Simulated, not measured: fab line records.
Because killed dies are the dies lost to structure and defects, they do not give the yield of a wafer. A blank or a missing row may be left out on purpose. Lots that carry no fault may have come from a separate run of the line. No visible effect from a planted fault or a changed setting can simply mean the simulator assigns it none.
Chamber matching ; flow sky130 ; 4 sister chambers for SKY_VIA2_CMP_24 on cmp-01
The step polishes, stops on SiO2, t overpolish 20 s, target thk 0 nm. 8 wafers are shown with their chamber, then 10 later ones without.

WAFERS PAIRED WITH THEIR CHAMBERS
wafer;chamber;motorCurrentA (A);timeToEndpointS (s)
L081.5;1;10.3;101
L081.6;2;11.5;106
L083.6;0;9.1;103
L084.1;0;8.6;104
L084.3;1;9.9;99
L084.4;3;11.6;103
L094.3;2;10.5;110
L094.5;3;11.3;107

WAFERS WITH NO CHAMBER GIVEN
wafer;motorCurrentA (A);timeToEndpointS (s)
L094.6;10.7;109
L095.1;10.2;104
L095.4;11.2;106
L095.5;11.7;104
L096.2;11.6;104
L096.4;11.6;107
L096.5;10.2;103
L097.2;12.1;104
L097.5;8.6;104
L097.6;9.9;99

THE CHAMBER EACH PASSED THROUGH
wafer;from the rows above;in truth
L094.6;can't be placed: 2 or 3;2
L095.1;can't be placed: 1 or 2 or 3 or 0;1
L095.4;can't be placed: 3 or 2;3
L095.5;can't be placed: 3 or 2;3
L096.2;can't be placed: 3 or 2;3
L096.4;can't be placed: 3 or 2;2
L096.5;can't be placed: 1 or 2 or 3 or 0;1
L097.2;can't be placed: 3 or 2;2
L097.5;0;0
L097.6;1;1
Correctly placed: 2 of 10. Not placeable from these rows: 8 (in 8, the candidates include the true chamber). 0 placed wrongly.
How it was worked out, from the rows above alone: a wafer's distance from a chamber is the root of the sum, over the readings, of the square of ((its reading less the chamber's mean) divided by the reading's scatter). The wafer belongs to the nearest chamber; if the next one is less than 2 further off, it can't be placed. Each chamber's mean is taken over the wafers shown for it. The scatter is the square root of a quotient: the sum, over the shown wafers, of each reading's squared deviation from its chamber's mean, divided by wafers minus chambers.
